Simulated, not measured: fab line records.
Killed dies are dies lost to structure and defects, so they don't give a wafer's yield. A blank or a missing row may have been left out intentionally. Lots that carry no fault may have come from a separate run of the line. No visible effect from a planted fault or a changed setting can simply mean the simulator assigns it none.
fab line records / flow sky130
[record] lots = 5 wafers = 15 last-day = 50
route steps=708 shown LDD_HVP@281 LDD_LDN@289
lots that met no fault: taken from a fault-free run of the same line
start-h: start of the lot's first displayed wafer, in hours after the record's first day / wait-h: how many hours have passed since the lot's step before this one / " same as the row above / L1.1+2: a row that stands for several wafers / - no value, or no start was given / * or withheld: withheld / < > ~ a bound
route shown NAME@n: names a module that has steps shown in the file, with the first one's number in the route / usual: mean/standard deviation taken from wafers without a fault / same: alike in all rows / chamber/n: place in a boat / sites: the reading at each site / _std_site: standard deviation across them / _edge_site: mean of outer sites minus mean of inner sites / radius-mm: for every site, how far away it sits from the centre of the wafer / mask NAME#n: copy n / behind: tool/chamber where the wafer was last shaped / hold: the reason the lot was held/the length of the hold in hours/how it ended / device: which transistor (n, p or np) failed to switch / end of line: at the end of the route, the tests of the same wafers / for a step that has no rows: nothing shown but its recipe / killed: dies that structure and defects cost at the first sort, which is not the same as the wafer's yield / map: shows each die of a wafer: x if killed, . if not, _ if none is there
set.NAME: the setting the step ran with; set.NAME@STEP: the setting that earlier step ran with / model.NAME: the simulator's own value behind a step, which no gauge read
lots at selected steps of the route; one table per step, one row per wafer
services: from which hour (start-h, from the record's first day; less than 0 if before it) a tool's chamber was out of use, for how many hours, and why
[[steps]]
[step SKY_LDD_HVP_SOFTBAKE_03]
[recipe] temp-c = 90 time-s = 60 resist = NOVOLAK
[step SKY_LDD_HVP_EXPOSE_04]
[recipe] mask-id = HVPTM na = 0.6 source-shape = conventional sigma-outer = 0.6 polarization = unpolarized target-cd-nm = 700 dose-mj = 86
[step SKY_LDD_HVP_PEB_05]
[recipe] temp-c = withheld time-s = * resist = NOVOLAK
[step SKY_LDD_HVP_DEVELOP_06]
[recipe] resist = NOVOLAK developer = TMAH develop-time-s = 60 dev-temp-c = 23
[step SKY_LDD_HVP_OVL_MEAS_07]
[usual] LDD_HVP_OVL = 0.6/1.4
lot.wafer=L721.2 tool=overlay-02 chamber=- start-h=532.19 wait-h=0.1 LDD_HVP_OVL[nm]=1.8
lot.wafer=L721.3 tool=overlay-02 chamber=- start-h=532.19 wait-h=0.1 LDD_HVP_OVL[nm]=0.2
lot.wafer=L721.4 tool=overlay-02 chamber=- start-h=532.19 wait-h=0.1 LDD_HVP_OVL[nm]=0.6
lot.wafer=L723.1 tool=overlay-01 chamber=- start-h=550.54 wait-h=0.1 LDD_HVP_OVL[nm]=0.3
lot.wafer=L723.2 tool=overlay-01 chamber=- start-h=550.54 wait-h=0.1 LDD_HVP_OVL[nm]=-0.8
lot.wafer=L723.6 tool=overlay-01 chamber=- start-h=550.54 wait-h=0.1 LDD_HVP_OVL[nm]=-0.8
lot.wafer=L730.1 tool=overlay-01 chamber=- start-h=615.18 wait-h=0.1 LDD_HVP_OVL[nm]=1.5
lot.wafer=L730.2 tool=overlay-01 chamber=- start-h=615.18 wait-h=0.1 LDD_HVP_OVL[nm]=1.7
lot.wafer=L730.3 tool=overlay-01 chamber=- start-h=615.18 wait-h=0.1 LDD_HVP_OVL[nm]=1.6
lot.wafer=L734.1 tool=overlay-01 chamber=- start-h=646.68 wait-h=0.1 LDD_HVP_OVL[nm]=0.5
lot.wafer=L734.3 tool=overlay-01 chamber=- start-h=646.68 wait-h=0.1 LDD_HVP_OVL[nm]=-1.4
lot.wafer=L734.4 tool=overlay-01 chamber=- start-h=646.68 wait-h=0.1 LDD_HVP_OVL[nm]=-0.2
lot.wafer=L738.2 tool=overlay-01 chamber=- start-h=680.74 wait-h=0.1 LDD_HVP_OVL[nm]=-0.5
lot.wafer=L738.3 tool=overlay-01 chamber=- start-h=680.74 wait-h=0.1 LDD_HVP_OVL[nm]=-0.4
lot.wafer=L738.6 tool=overlay-01 chamber=- start-h=680.74 wait-h=0.1 LDD_HVP_OVL[nm]=-1.0
[step SKY_LDD_HVP_IMPLANT_08]
[recipe] species = B energy-kev = 20 dose-cm2 = 1.7e+13 tilt-deg = 17.9
[step SKY_LDD_HVP_STRIP_09]
[recipe] chemistry = O2/N2 power-w = 1400 pressure-mtorr = 1500 platen-temp-c = withheld o2-flow-sccm = 3000 n2-flow-sccm = 300 overash-fraction = 0.5
[usual] drypump-motor-current-A = 6.06/0.27 oes-product-au = 0.408/0.005 strip-time-to-endpoint-s = 4.138/0.013
lot.wafer=L721.2 tool=plasma-asher-04 chamber=0 start-h=532.37 wait-h=0.1 drypump-motor-current-A=6.21 oes-product-au=0.404 rf-hours-counter-h=10 strip-time-to-endpoint-s=4.132
lot.wafer=L721.3 tool=plasma-asher-04 chamber=1 start-h=532.37 wait-h=0.1 drypump-motor-current-A=5.97 oes-product-au=0.413 rf-hours-counter-h=- strip-time-to-endpoint-s=4.144
lot.wafer=L721.4 tool=plasma-asher-04 chamber=0 start-h=532.37 wait-h=0.1 drypump-motor-current-A=6.26 oes-product-au=0.408 rf-hours-counter-h=- strip-time-to-endpoint-s=4.121
lot.wafer=L723.1 tool=plasma-asher-02 chamber=1 start-h=550.73 wait-h=0.1 drypump-motor-current-A=5.72 oes-product-au=0.407 rf-hours-counter-h=43 strip-time-to-endpoint-s=4.145
lot.wafer=L723.2 tool=plasma-asher-02 chamber=0 start-h=550.73 wait-h=0.1 drypump-motor-current-A=5.61 oes-product-au=0.409 rf-hours-counter-h=43 strip-time-to-endpoint-s=4.113
lot.wafer=L723.6 tool=plasma-asher-02 chamber=0 start-h=550.73 wait-h=0.1 drypump-motor-current-A=5.60 oes-product-au=0.407 rf-hours-counter-h=- strip-time-to-endpoint-s=4.099
lot.wafer=L730.1 tool=plasma-asher-02 chamber=1 start-h=615.42 wait-h=0.1 drypump-motor-current-A=5.73 oes-product-au=0.405 rf-hours-counter-h=49 strip-time-to-endpoint-s=4.145
lot.wafer=L730.2 tool=plasma-asher-02 chamber=0 start-h=615.42 wait-h=0.1 drypump-motor-current-A=5.57 oes-product-au=0.404 rf-hours-counter-h=49 strip-time-to-endpoint-s=4.143
lot.wafer=L730.3 tool=plasma-asher-02 chamber=1 start-h=615.42 wait-h=0.1 drypump-motor-current-A=5.72 oes-product-au=0.420 rf-hours-counter-h=- strip-time-to-endpoint-s=4.133
lot.wafer=L734.1 tool=plasma-asher-03 chamber=1 start-h=646.87 wait-h=0.1 drypump-motor-current-A=6.03 oes-product-au=0.406 rf-hours-counter-h=82 strip-time-to-endpoint-s=4.139
lot.wafer=L734.3 tool=plasma-asher-03 chamber=1 start-h=646.87 wait-h=0.1 drypump-motor-current-A=6.01 oes-product-au=0.407 rf-hours-counter-h=- strip-time-to-endpoint-s=4.168
lot.wafer=L734.4 tool=plasma-asher-03 chamber=0 start-h=646.87 wait-h=0.1 drypump-motor-current-A=6.40 oes-product-au=0.408 rf-hours-counter-h=- strip-time-to-endpoint-s=4.147
lot.wafer=L738.2 tool=plasma-asher-04 chamber=0 start-h=680.92 wait-h=0.1 drypump-motor-current-A=6.21 oes-product-au=0.406 rf-hours-counter-h=25 strip-time-to-endpoint-s=4.135
lot.wafer=L738.3 tool=plasma-asher-04 chamber=1 start-h=680.92 wait-h=0.1 drypump-motor-current-A=5.96 oes-product-au=0.409 rf-hours-counter-h=- strip-time-to-endpoint-s=4.131
lot.wafer=L738.6 tool=plasma-asher-04 chamber=0 start-h=680.92 wait-h=0.1 drypump-motor-current-A=6.25 oes-product-au=0.406 rf-hours-counter-h=- strip-time-to-endpoint-s=4.135
[step SKY_LDD_HVP_TW_MEAS_10]
[usual] LDD_HVP_TW = 458/4.6
lot.wafer=L721.2 tool=film-metro-03 chamber=- start-h=532.53 wait-h=0.1 LDD_HVP_TW=456
lot.wafer=L721.3 tool=film-metro-03 chamber=- start-h=532.53 wait-h=0.1 LDD_HVP_TW=456
lot.wafer=L721.4 tool=film-metro-03 chamber=- start-h=532.53 wait-h=0.1 LDD_HVP_TW=456
lot.wafer=L723.1 tool=film-metro-04 chamber=- start-h=550.83 wait-h=0.1 LDD_HVP_TW=454
lot.wafer=L723.2 tool=film-metro-04 chamber=- start-h=550.83 wait-h=0.1 LDD_HVP_TW=452
lot.wafer=L723.6 tool=film-metro-04 chamber=- start-h=550.83 wait-h=0.1 LDD_HVP_TW=452
lot.wafer=L730.1 tool=film-metro-02 chamber=- start-h=615.52 wait-h=0.1 LDD_HVP_TW=464
lot.wafer=L730.2 tool=film-metro-02 chamber=- start-h=615.52 wait-h=0.1 LDD_HVP_TW=467
lot.wafer=L730.3 tool=film-metro-02 chamber=- start-h=615.52 wait-h=0.1 LDD_HVP_TW=467
lot.wafer=L734.1 tool=film-metro-04 chamber=- start-h=646.97 wait-h=0.1 LDD_HVP_TW=453
lot.wafer=L734.3 tool=film-metro-04 chamber=- start-h=646.97 wait-h=0.1 LDD_HVP_TW=456
lot.wafer=L734.4 tool=film-metro-04 chamber=- start-h=646.97 wait-h=0.1 LDD_HVP_TW=455
lot.wafer=L738.2 tool=film-metro-02 chamber=- start-h=681.03 wait-h=0.1 LDD_HVP_TW=466
lot.wafer=L738.3 tool=film-metro-02 chamber=- start-h=681.03 wait-h=0.1 LDD_HVP_TW=464
lot.wafer=L738.6 tool=film-metro-02 chamber=- start-h=681.03 wait-h=0.1 LDD_HVP_TW=465
[step SKY_LDD_LDN_DEHYDRATE_00]
[recipe] temp-c = 200 time-s = 60
[step SKY_LDD_LDN_HMDS_01]
[recipe] prime-time-s = 60 prime-temp-c = 120
[step SKY_LDD_LDN_COAT_02]
[recipe] resist = NOVOLAK spin-rpm = 3000 resist-thk-nm = 1140
[step SKY_LDD_LDN_SOFTBAKE_03]
[recipe] temp-c = 90 time-s = 60 resist = NOVOLAK
[step SKY_LDD_LDN_EXPOSE_04]
[recipe] mask-id = LDNTM na = 0.6 source-shape = conventional sigma-outer = 0.6 polarization = unpolarized target-cd-nm = 700 dose-mj = 140
[same] na = 0.6
lot.wafer=L721.2+3+4 tool=iline-stepper-01 chamber=0 start-h=547.40 wait-h=- mask=LDNTM#0
lot.wafer=L723.1+2+6 tool=iline-stepper-02 chamber=0 start-h=565.79 wait-h=- mask=LDNTM#0
lot.wafer=L730.1+2+3 tool=iline-stepper-01 chamber=0 start-h=629.64 wait-h=- mask=HVPTM#0
lot.wafer=L734.1+3+4 tool=iline-stepper-01 chamber=0 start-h=661.55 wait-h=- mask=LDNTM#0
lot.wafer=L738.2+3+6 tool=iline-stepper-01 chamber=0 start-h=695.05 wait-h=- mask=LDNTM#0
[step SKY_LDD_LDN_PEB_05]
[recipe] temp-c = withheld time-s = * resist = NOVOLAK
[step SKY_LDD_LDN_DEVELOP_06]
[recipe] resist = NOVOLAK developer = TMAH develop-time-s = 60 dev-temp-c = 23
[step SKY_LDD_LDN_OVL_MEAS_07]
[usual] LDD_LDN_OVL = -0.6/1.4
lot.wafer=L721.2 tool=overlay-02 chamber=- start-h=562.18 wait-h=0.1 LDD_LDN_OVL[nm]=-0.7
lot.wafer=L721.3 tool=overlay-02 chamber=- start-h=562.18 wait-h=0.1 LDD_LDN_OVL[nm]=-0.5
lot.wafer=L721.4 tool=overlay-02 chamber=- start-h=562.18 wait-h=0.1 LDD_LDN_OVL[nm]=-0.1
lot.wafer=L723.1 tool=overlay-02 chamber=- start-h=580.62 wait-h=0.1 LDD_LDN_OVL[nm]=-0.8
lot.wafer=L723.2 tool=overlay-02 chamber=- start-h=580.62 wait-h=0.1 LDD_LDN_OVL[nm]=0.7
lot.wafer=L723.6 tool=overlay-02 chamber=- start-h=580.62 wait-h=0.1 LDD_LDN_OVL[nm]=-1.0
lot.wafer=L730.1 tool=overlay-01 chamber=- start-h=644.32 wait-h=0.1 LDD_LDN_OVL[nm]=-
lot.wafer=L730.2 tool=overlay-01 chamber=- start-h=644.32 wait-h=0.1 LDD_LDN_OVL[nm]=-
lot.wafer=L730.3 tool=overlay-01 chamber=- start-h=644.32 wait-h=0.1 LDD_LDN_OVL[nm]=-
lot.wafer=L734.1 tool=overlay-01 chamber=- start-h=675.98 wait-h=0.1 LDD_LDN_OVL[nm]=-2.3
lot.wafer=L734.3 tool=overlay-01 chamber=- start-h=675.98 wait-h=0.1 LDD_LDN_OVL[nm]=0.3
lot.wafer=L734.4 tool=overlay-01 chamber=- start-h=675.98 wait-h=0.1 LDD_LDN_OVL[nm]=-2.0
lot.wafer=L738.2 tool=overlay-02 chamber=- start-h=708.14 wait-h=0.1 LDD_LDN_OVL[nm]=1.1
lot.wafer=L738.3 tool=overlay-02 chamber=- start-h=708.14 wait-h=0.1 LDD_LDN_OVL[nm]=0.5
lot.wafer=L738.6 tool=overlay-02 chamber=- start-h=708.14 wait-h=0.1 LDD_LDN_OVL[nm]=1.4
[step SKY_LDD_LDN_IMPLANT_08]
[recipe] species = As energy-kev = 15 dose-cm2 = 1.25e+13 tilt-deg = withheld rotation-deg = 23
[step SKY_LDD_LDN_IMPLANT_09]
[recipe] species = As energy-kev = 15 dose-cm2 = 1.25e+13 tilt-deg = withheld rotation-deg = 113
[step SKY_LDD_LDN_IMPLANT_10]
[recipe] species = As energy-kev = 15 dose-cm2 = 1.25e+13 tilt-deg = withheld rotation-deg = 203
[step SKY_LDD_LDN_IMPLANT_11]
[recipe] species = As energy-kev = 15 dose-cm2 = 1.25e+13 tilt-deg = withheld rotation-deg = 293
[step SKY_LDD_LDN_STRIP_12]
[recipe] chemistry = O2/N2 power-w = 1400 pressure-mtorr = 1500 platen-temp-c = withheld o2-flow-sccm = 3000 n2-flow-sccm = 300 overash-fraction = 0.5
[usual] drypump-motor-current-A = 6.07/0.25 oes-product-au = 0.715/0.004 strip-time-to-endpoint-s = 14.20/0.037
lot.wafer=L721.2 tool=plasma-asher-04 chamber=1 start-h=562.81 wait-h=0.1 drypump-motor-current-A=5.98 oes-product-au=0.713 rf-hours-counter-h=13 strip-time-to-endpoint-s=14.27
lot.wafer=L721.3 tool=plasma-asher-04 chamber=1 start-h=562.81 wait-h=0.1 drypump-motor-current-A=5.96 oes-product-au=0.722 rf-hours-counter-h=- strip-time-to-endpoint-s=14.26
lot.wafer=L721.4 tool=plasma-asher-04 chamber=0 start-h=562.81 wait-h=0.1 drypump-motor-current-A=6.28 oes-product-au=0.712 rf-hours-counter-h=- strip-time-to-endpoint-s=14.21
lot.wafer=L723.1 tool=plasma-asher-01 chamber=0 start-h=581.26 wait-h=0.1 drypump-motor-current-A=5.55 oes-product-au=0.717 rf-hours-counter-h=87 strip-time-to-endpoint-s=14.13
lot.wafer=L723.2 tool=plasma-asher-01 chamber=1 start-h=581.26 wait-h=0.1 drypump-motor-current-A=6.03 oes-product-au=0.713 rf-hours-counter-h=87 strip-time-to-endpoint-s=14.16
lot.wafer=L723.6 tool=plasma-asher-01 chamber=0 start-h=581.26 wait-h=0.1 drypump-motor-current-A=5.58 oes-product-au=0.714 rf-hours-counter-h=- strip-time-to-endpoint-s=14.11
lot.wafer=L730.1 tool=plasma-asher-04 chamber=0 start-h=644.96 wait-h=0.1 drypump-motor-current-A=6.27 oes-product-au=0.718 rf-hours-counter-h=21 strip-time-to-endpoint-s=14.15
lot.wafer=L730.2 tool=plasma-asher-04 chamber=1 start-h=644.96 wait-h=0.1 drypump-motor-current-A=5.97 oes-product-au=0.718 rf-hours-counter-h=21 strip-time-to-endpoint-s=14.21
lot.wafer=L730.3 tool=plasma-asher-04 chamber=0 start-h=644.96 wait-h=0.1 drypump-motor-current-A=6.24 oes-product-au=0.713 rf-hours-counter-h=- strip-time-to-endpoint-s=14.17
lot.wafer=L734.1 tool=plasma-asher-03 chamber=1 start-h=676.62 wait-h=0.1 drypump-motor-current-A=6.04 oes-product-au=0.717 rf-hours-counter-h=85 strip-time-to-endpoint-s=14.19
lot.wafer=L734.3 tool=plasma-asher-03 chamber=0 start-h=676.62 wait-h=0.1 drypump-motor-current-A=6.46 oes-product-au=0.711 rf-hours-counter-h=- strip-time-to-endpoint-s=14.21
lot.wafer=L734.4 tool=plasma-asher-03 chamber=1 start-h=676.62 wait-h=0.1 drypump-motor-current-A=6.01 oes-product-au=0.711 rf-hours-counter-h=- strip-time-to-endpoint-s=14.19
lot.wafer=L738.2 tool=plasma-asher-04 chamber=0 start-h=708.77 wait-h=0.1 drypump-motor-current-A=6.26 oes-product-au=0.717 rf-hours-counter-h=28 strip-time-to-endpoint-s=14.20
lot.wafer=L738.3 tool=plasma-asher-04 chamber=0 start-h=708.77 wait-h=0.1 drypump-motor-current-A=6.25 oes-product-au=0.708 rf-hours-counter-h=- strip-time-to-endpoint-s=14.17
lot.wafer=L738.6 tool=plasma-asher-04 chamber=0 start-h=708.77 wait-h=0.1 drypump-motor-current-A=6.24 oes-product-au=0.713 rf-hours-counter-h=- strip-time-to-endpoint-s=14.18
[step SKY_LDD_LDN_TW_MEAS_13]
[usual] LDD_LDN_TW = 1484/11
lot.wafer=L721.2 tool=film-metro-03 chamber=- start-h=562.92 wait-h=0.1 LDD_LDN_TW=1474
lot.wafer=L721.3 tool=film-metro-03 chamber=- start-h=562.92 wait-h=0.1 LDD_LDN_TW=1461
lot.wafer=L721.4 tool=film-metro-03 chamber=- start-h=562.92 wait-h=0.1 LDD_LDN_TW=1461
lot.wafer=L723.1 tool=film-metro-03 chamber=- start-h=581.36 wait-h=0.1 LDD_LDN_TW=1480
lot.wafer=L723.2 tool=film-metro-03 chamber=- start-h=581.36 wait-h=0.1 LDD_LDN_TW=1483
lot.wafer=L723.6 tool=film-metro-03 chamber=- start-h=581.36 wait-h=0.1 LDD_LDN_TW=1482
lot.wafer=L730.1 tool=film-metro-01 chamber=- start-h=645.06 wait-h=0.1 LDD_LDN_TW=31
lot.wafer=L730.2 tool=film-metro-01 chamber=- start-h=645.06 wait-h=0.1 LDD_LDN_TW=31
lot.wafer=L730.3 tool=film-metro-01 chamber=- start-h=645.06 wait-h=0.1 LDD_LDN_TW=31
lot.wafer=L734.1 tool=film-metro-04 chamber=- start-h=676.72 wait-h=0.1 LDD_LDN_TW=1487
lot.wafer=L734.3 tool=film-metro-04 chamber=- start-h=676.72 wait-h=0.1 LDD_LDN_TW=1489
lot.wafer=L734.4 tool=film-metro-04 chamber=- start-h=676.72 wait-h=0.1 LDD_LDN_TW=1485
lot.wafer=L738.2 tool=film-metro-03 chamber=- start-h=708.88 wait-h=0.1 LDD_LDN_TW=1486
lot.wafer=L738.3 tool=film-metro-03 chamber=- start-h=708.88 wait-h=0.1 LDD_LDN_TW=1480
lot.wafer=L738.6 tool=film-metro-03 chamber=- start-h=708.88 wait-h=0.1 LDD_LDN_TW=1474
[step SKY_LDD_LDN_CLEAN_14]
[recipe] chemistry = SC1/SC2 mix = 1:4:20 temp-c = 70 time-s = 150 dry = n2-spin
[[services]]
tool=iline-stepper-02 chamber=- start-h=527.47 hours=8.9 kind=pm
tool=iline-stepper-02 chamber=- start-h=559.58 hours=2.6 kind=repair
tool=iline-stepper-02 chamber=0 start-h=577.58 hours=- kind=calibration
tool=plasma-asher-03 chamber=- start-h=585.81 hours=2.8 kind=pm
tool=plasma-asher-02 chamber=- start-h=594.94 hours=8.6 kind=repair
tool=iline-stepper-02 chamber=- start-h=595.71 hours=2.4 kind=repair
tool=plasma-asher-02 chamber=- start-h=621.73 hours=4.0 kind=pm
tool=iline-stepper-02 chamber=- start-h=627.00 hours=4.4 kind=pm
tool=iline-stepper-01 chamber=0 start-h=654.89 hours=- kind=calibration
[[key]]
[first-sign] step = SKY_LDD_LDN_EXPOSE_04 reading = mask direction = changed
[effect] step = SKY_LDD_LDN_OVL_MEAS_07 reading = LDD_LDN_OVL direction = missing
[effect] step = SKY_LDD_LDN_TW_MEAS_13 reading = LDD_LDN_TW direction = down sigmas = 99+ usual = 1484 struck = 31
met-at SKY_LDD_LDN_EXPOSE_04
struck-wafers L730.1,L730.2,L730.3
sort-left-out L730.1,L730.2,L730.3
tester-left-out L730
onset-between 547.40 629.64
[fault] kind = wrong-mask tool = any chamber = - onset-h = 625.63 steps = SKY_LDD_LDN_EXPOSE_04 aux-copy = HVPTM#0 scope = struck-lots-only
// tester-left-out: of these lots the tester's yield and bins aren't shown, on N5 and GAA mostly nor the transistor test; their killed dies are dies lost to structure and defects alone, not to doping, threshold or leakage, so they don't give the yield
// sort-left-out: the simulated sort isn't trusted on such a fault, so these wafers' sort isn't shown, and their yield isn't known
